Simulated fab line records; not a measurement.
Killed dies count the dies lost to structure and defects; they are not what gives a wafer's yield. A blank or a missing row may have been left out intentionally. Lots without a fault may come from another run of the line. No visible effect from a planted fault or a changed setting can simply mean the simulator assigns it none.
fab line records + flow sky130 + part 2 of 2: steps 29 to 36 of 36
record
- lots=5
- wafers=15
- last-day=50
route steps=708 shown CAPM@540 METAL3@555 VIA3@573
lots with no fault: from the same line, run without faults
start-h: start of the lot's first displayed wafer, in hours after the record's first day + wait-h: time in hours since the lot's previous step + " identical to the entry in the row above + L1.1+2: a row that stands for several wafers + - no value, or no start given + * or withheld: withheld + < > ~ a bound
route shown NAME@n: NAME is a module with steps in the file, n the number in the route of the first one + usual: average and standard deviation across the fault-free wafers + same: alike in all rows + chamber/n: place in a boat + sites: each site's reading + _std_site: standard deviation of those values + _edge_site: the outer-site mean with the inner-site mean subtracted + radius-mm: for every site, how far away it sits from the centre of the wafer + mask NAME#n: copy n + behind: the last tool/chamber to shape the wafer + hold: what put the lot on hold/how long, in hours/how the hold closed + device: whichever transistor did not switch (one of n, p or np) + end of line: the tests these same wafers got at the end of their route + a step with no rows: only its recipe + killed: count of dies lost to structure and defects at first sort (not the wafer's yield) + map: per-die view of a wafer (x killed, . not killed, _ where there is no die)
set.NAME: the setting that was run; set.NAME@STEP: the one run at that earlier step + model.NAME: the simulator's own value behind a step, which no gauge read
certain route steps with their lots: each step a table, each wafer a row
services: a tool's chamber out of use, with start hour (start-h, from the record's first day; less than 0 if before it), hours out, and reason
## steps
# step SKY_METAL3_METAL_ETCH_18
# recipe
- target-depth-a=8450
- stop-on=SiO2
- over-etch-frac=0.3
- time-s=183.1
- chemistry=Cl2/BCl3
- resist-sidewall-deg=88
- pressure-mtorr=10
- icp-w=900
- bias-w=48.5
- Cl2_flow_sccm=60
- bcl3-flow-sccm=30
# usual
- chamber-pressure-mTorr=10.001/0.0084
- drypump-motor-current-A=5.7/0.32
- oes-product-au=0.865/0.0055
- throttle-valve-pct=22.265/0.0085
# same
- time-s=183.1
| lot.wafer | tool         | chamber | start-h | wait-h | chamber-pressure-mTorr | drypump-motor-current-A | oes-product-au | rf-hours-counter-h | throttle-valve-pct |
|-----------|--------------|---------|---------|--------|------------------------|-------------------------|----------------|--------------------|--------------------|
| L074.2    | rie-metal-03 | 0       | 901.09  | 0.0    | 10.002                 | 6.1                     | 0.866          | 12                 | 22.278             |
| L074.4    | "            | 0       | "       | "      | 9.999                  | 6.1                     | 0.868          | -                  | 22.258             |
| L074.6    | "            | 1       | "       | "      | 9.999                  | 5.6                     | 0.868          | -                  | 22.275             |
| L076.1    | rie-metal-03 | 1       | 916.92  | 0.0    | 9.993                  | 5.6                     | 0.875          | 11                 | 22.259             |
| L076.5    | "            | 1       | "       | "      | 9.999                  | 5.5                     | 0.869          | -                  | 22.256             |
| L076.6    | "            | 0       | "       | "      | 9.997                  | 6.1                     | 0.867          | -                  | 22.256             |
| L093.3    | rie-metal-02 | 1       | 1050.60 | 0.1    | 10.005                 | 5.4                     | 0.864          | -                  | 22.249             |
| L093.4    | "            | 0       | "       | "      | 9.996                  | 6.0                     | 0.862          | -                  | 22.257             |
| L093.5    | "            | 0       | "       | "      | 9.995                  | 5.9                     | 0.859          | -                  | 22.278             |
| L095.1    | rie-metal-02 | 1       | 1051.55 | 0.0    | 10.005                 | 5.4                     | 0.858          | 8                  | 22.276             |
| L095.2    | "            | 0       | "       | "      | 10.010                 | 5.9                     | 0.865          | 16                 | 22.271             |
| L095.6    | "            | 0       | "       | "      | 9.995                  | 5.9                     | 0.872          | -                  | 22.257             |
| L096.1    | rie-metal-02 | 1       | 1069.89 | 0.0    | 9.992                  | 5.4                     | 0.865          | 9                  | 22.266             |
| L096.5    | "            | 1       | "       | "      | 10.011                 | 5.4                     | 0.870          | -                  | 22.273             |
| L096.6    | "            | 0       | "       | "      | 10.018                 | 6.0                     | 0.858          | -                  | 22.281             |
# step SKY_METAL3_STRIP_19
# recipe
- chemistry=O2/N2
- power-w=1400
- pressure-mtorr=1500
- platen-temp-c=withheld
- o2-flow-sccm=3000
- n2-flow-sccm=300
- overash-fraction=0.5
# usual
- chamber-pressure-mTorr=1500.0/1.4
- drypump-motor-current-A=5.58/0.27
- oes-product-au=0.504/0.0049
- strip-time-to-endpoint-s=6.57/0.061
| lot.wafer | tool            | chamber | start-h | wait-h | chamber-pressure-mTorr | drypump-motor-current-A | oes-product-au | rf-hours-counter-h | strip-time-to-endpoint-s |
|-----------|-----------------|---------|---------|--------|------------------------|-------------------------|----------------|--------------------|--------------------------|
| L074.2    | plasma-asher-02 | 0       | 901.27  | 0.1    | 1502.5                 | 5.27                    | 0.512          | 74                 | 6.58                     |
| L074.4    | "               | 0       | "       | "      | 1499.2                 | 5.30                    | 0.504          | -                  | 6.53                     |
| L074.6    | "               | 1       | "       | "      | 1501.1                 | 5.59                    | 0.510          | -                  | 6.59                     |
| L076.1    | plasma-asher-04 | 0       | 917.10  | 0.1    | 1499.1                 | 5.76                    | 0.503          | 111                | 6.64                     |
| L076.5    | "               | 1       | "       | "      | 1497.4                 | 6.12                    | 0.508          | -                  | 6.61                     |
| L076.6    | "               | 0       | "       | "      | 1501.1                 | 5.73                    | 0.499          | -                  | 6.54                     |
| L093.3    | plasma-asher-03 | 1       | 1050.75 | 0.1    | 1500.6                 | 5.76                    | 0.507          | -                  | 6.61                     |
| L093.4    | "               | 0       | "       | "      | 1500.2                 | 5.31                    | 0.502          | -                  | 6.58                     |
| L093.5    | "               | 1       | "       | "      | 1501.3                 | 5.73                    | 0.509          | -                  | 6.59                     |
| L095.1    | plasma-asher-02 | 0       | 1051.73 | 0.1    | 1501.1                 | 5.27                    | 0.506          | 89                 | 6.61                     |
| L095.2    | "               | 1       | "       | "      | 1499.6                 | 5.61                    | 0.501          | 89                 | 6.50                     |
| L095.6    | "               | 0       | "       | "      | 1499.8                 | 5.30                    | 0.496          | -                  | 6.56                     |
| L096.1    | plasma-asher-04 | 0       | 1070.07 | 0.1    | 1500.1                 | 5.70                    | 0.495          | 0                  | 6.53                     |
| L096.5    | "               | 1       | "       | "      | 1501.9                 | 6.09                    | 0.504          | -                  | 6.53                     |
| L096.6    | "               | 0       | "       | "      | 1501.6                 | 5.74                    | 0.498          | -                  | 6.53                     |
# step SKY_METAL3_STRIP_20
# recipe
- chemistry=post-etch-residue-remover
- time-s=1200
- temp-c=72.5
# usual
- bath-heat-duty-pct=14.2/1.8
# same
- time-s=1200
| lot.wafer | tool         | chamber | start-h | wait-h | bath-heat-duty-pct |
|-----------|--------------|---------|---------|--------|--------------------|
| L074.2    | wet-bench-04 | 2       | 901.37  | 0.1    | 13.9               |
| L074.4    | "            | 2       | "       | "      | 13.1               |
| L074.6    | "            | 2       | "       | "      | 12.4               |
| L076.1    | wet-bench-04 | 0       | 917.20  | 0.1    | 14.1               |
| L076.5    | "            | 0       | "       | "      | 13.8               |
| L076.6    | "            | 0       | "       | "      | 15.2               |
| L093.3    | wet-bench-01 | 1       | 1050.85 | 0.1    | 12.3               |
| L093.4    | "            | 1       | "       | "      | 11.0               |
| L093.5    | "            | 1       | "       | "      | 12.5               |
| L095.1    | wet-bench-04 | 3       | 1051.83 | 0.1    | 14.5               |
| L095.2    | "            | 3       | "       | "      | 14.6               |
| L095.6    | "            | 3       | "       | "      | 14.9               |
| L096.1    | wet-bench-04 | 2       | 1070.17 | 0.1    | 13.4               |
| L096.5    | "            | 2       | "       | "      | 12.5               |
| L096.6    | "            | 2       | "       | "      | 13.4               |
# step SKY_METAL3_CLEAN_21
# recipe
- chemistry=IPA
- time-s=180
- temp-c=25
# usual
- bath-heat-duty-pct=6.4/0.92
# same
- time-s=180
| lot.wafer | tool         | chamber | start-h | wait-h | bath-heat-duty-pct |
|-----------|--------------|---------|---------|--------|--------------------|
| L074.2    | wet-bench-01 | 2       | 901.71  | 0.0    | 7.6                |
| L074.4    | "            | 2       | "       | "      | 6.9                |
| L074.6    | "            | 2       | "       | "      | 7.5                |
| L076.1    | wet-bench-03 | 3       | 917.54  | 0.0    | 5.7                |
| L076.5    | "            | 3       | "       | "      | 6.0                |
| L076.6    | "            | 3       | "       | "      | 6.0                |
| L093.3    | wet-bench-03 | 2       | 1051.30 | 0.1    | 6.4                |
| L093.4    | "            | 2       | "       | "      | 6.9                |
| L093.5    | "            | 2       | "       | "      | 6.1                |
| L095.1    | wet-bench-01 | 0       | 1052.17 | 0.0    | 7.1                |
| L095.2    | "            | 0       | "       | "      | 6.8                |
| L095.6    | "            | 0       | "       | "      | 6.5                |
| L096.1    | wet-bench-03 | 2       | 1070.51 | 0.0    | 6.8                |
| L096.5    | "            | 2       | "       | "      | 6.5                |
| L096.6    | "            | 2       | "       | "      | 6.2                |
# step SKY_METAL3_CLEAN_22
# recipe
- chemistry=O3/DIW
- dry=n2-spin
| lot.wafer  | tool         | chamber | start-h | wait-h |
|------------|--------------|---------|---------|--------|
| L074.2+4+6 | wet-bench-03 | 2       | 901.77  | 0.0    |
| L076.1+5+6 | wet-bench-01 | 3       | 917.60  | 0.0    |
| L093.3+4+5 | wet-bench-03 | 1       | 1051.35 | 0.0    |
| L095.1+2+6 | wet-bench-01 | 3       | 1052.23 | 0.0    |
| L096.1+5+6 | wet-bench-04 | 0       | 1070.57 | 0.0    |
# step SKY_VIA3_HDPCVD_00
# recipe
- material=SiO2
- target-thk-nm=1635
- sigma-open-frac=0.3
- time-s=272.5
- temp-c=400
- sih4-flow-sccm=60
- pressure-mtorr=6
# same
- time-s=272.5
| lot.wafer  | tool      | chamber | start-h | wait-h |
|------------|-----------|---------|---------|--------|
| L074.2+4+6 | hdpcvd-02 | 2,2,0   | 901.88  | 0.0    |
| L076.1+5+6 | hdpcvd-01 | 0,1,2   | 917.69  | 0.0    |
| L093.3+4+5 | hdpcvd-01 | 2,1,0   | 1051.45 | 0.0    |
| L095.1+2+6 | hdpcvd-02 | 0,1,0   | 1052.33 | 0.0    |
| L096.1+5+6 | hdpcvd-01 | 2,0,2   | 1070.66 | 0.0    |
# step SKY_VIA3_THK_MEAS_01
# recipe
- reads=SiO2_of_VIA3_HDPCVD_00
# usual
- VIA3_HDPCVD_THK=1639/16
| lot.wafer | tool          | chamber | start-h | wait-h | VIA3_HDPCVD_THK[nm] |
|-----------|---------------|---------|---------|--------|---------------------|
| L074.2    | film-metro-02 | -       | 902.06  | 0.1    | 1628                |
| L074.4    | "             | -       | "       | "      | 1632                |
| L074.6    | "             | -       | "       | "      | 1653                |
| L076.1    | film-metro-03 | -       | 917.86  | 0.1    | 1660                |
| L076.5    | "             | -       | "       | "      | 1641                |
| L076.6    | "             | -       | "       | "      | 1658                |
| L093.3    | film-metro-02 | -       | 1051.63 | 0.1    | 1615                |
| L093.4    | "             | -       | "       | "      | 1614                |
| L093.5    | "             | -       | "       | "      | 1608                |
| L095.1    | film-metro-03 | -       | 1052.50 | 0.1    | 1652                |
| L095.2    | "             | -       | "       | "      | 1635                |
| L095.6    | "             | -       | "       | "      | 1642                |
| L096.1    | film-metro-01 | -       | 1070.83 | 0.1    | 1633                |
| L096.5    | "             | -       | "       | "      | 1638                |
| L096.6    | "             | -       | "       | "      | 1631                |
# step SKY_VIA3_CMP_02
# recipe
- material=SiO2
- down-force-psi=4
- platen-rpm=60
- pad-velocity-m-s=0.94248
# usual
- motor-current-A=11.5/0.81
- retaining-ring-pressure-frac=1.000/0.0053
- slurry-filter-dp-kPa=13.49/0.13
| lot.wafer | tool   | chamber | start-h | wait-h | motor-current-A | retaining-ring-pressure-frac | slurry-filter-dp-kPa |
|-----------|--------|---------|---------|--------|-----------------|------------------------------|----------------------|
| L074.4    | cmp-01 | 0       | 902.11  | 0.0    | 11.6            | 0.996                        | 13.44                |
| L074.2    | "      | 3       | "       | "      | 12.0            | 0.991                        | 13.50                |
| L074.6    | "      | 0       | "       | "      | 11.5            | 0.997                        | 13.37                |
| L076.1    | cmp-02 | 3       | 917.97  | 0.1    | 10.5            | 0.994                        | 13.61                |
| L076.6    | "      | 2       | "       | "      | 13.4            | 1.005                        | 13.65                |
| L076.5    | "      | 3       | "       | "      | 10.4            | 0.998                        | 13.46                |
| L093.3    | cmp-01 | 3       | 1051.85 | 0.2    | 12.3            | 1.000                        | 13.39                |
| L093.4    | "      | 2       | "       | "      | 10.5            | 1.012                        | 13.55                |
| L093.5    | "      | 0       | "       | "      | 11.3            | 0.994                        | 13.44                |
| L095.2    | cmp-01 | 1       | 1052.61 | 0.1    | 12.6            | 0.998                        | 13.49                |
| L095.1    | "      | 3       | "       | "      | 11.8            | 0.992                        | 13.22                |
| L095.6    | "      | 1       | "       | "      | 13.4            | 1.000                        | 13.36                |
| L096.1    | cmp-02 | 2       | 1071.04 | 0.2    | 13.4            | 1.002                        | 13.44                |
| L096.6    | "      | 3       | "       | "      | 10.3            | 1.003                        | 13.35                |
| L096.5    | "      | 0       | "       | "      | 10.7            | 1.000                        | 13.38                |
## services
| tool             | chamber | start-h | hours | kind   |
|------------------|---------|---------|-------|--------|
| iline-stepper-02 | -       | 847.67  | 1.7   | pm     |
| rie-diel-04      | 1       | 852.33  | 9.6   | repair |
| rie-diel-04      | -       | 858.91  | 2.8   | pm     |
| cmp-01           | -       | 887.65  | 1.0   | repair |
| wet-bench-01     | -       | 889.13  | 1.7   | repair |
| krf-scanner-01   | -       | 900.13  | 1.3   | pm     |
| hdpcvd-01        | -       | 902.64  | 1.0   | repair |
| cmp-01           | -       | 912.00  | 4.0   | pm     |
| krf-scanner-01   | -       | 918.74  | 0.8   | pm     |
| wet-bench-02     | -       | 927.29  | 1.5   | repair |
| krf-scanner-01   | -       | 927.78  | 0.8   | repair |
| iline-stepper-02 | -       | 946.27  | 2.3   | repair |
| hdpcvd-01        | -       | 950.25  | 15.0  | pm     |
| krf-scanner-01   | -       | 960.02  | 4.4   | pm     |
| wet-bench-01     | -       | 960.89  | 2.1   | repair |
| wet-bench-02     | -       | 969.67  | 1.9   | pm     |
| krf-scanner-01   | -       | 976.87  | 4.0   | pm     |
| hdpcvd-01        | 0       | 982.72  | 6.7   | repair |
| rie-diel-04      | 0       | 982.83  | 8.3   | repair |
| cmp-01           | -       | 983.23  | 4.0   | repair |
| rie-metal-04     | -       | 1028.83 | 28.1  | pm     |
| plasma-asher-04  | -       | 1055.27 | 9.0   | pm     |
| iline-stepper-02 | -       | 1065.85 | 1.7   | pm     |
| wet-bench-01     | -       | 1069.71 | 6.9   | repair |
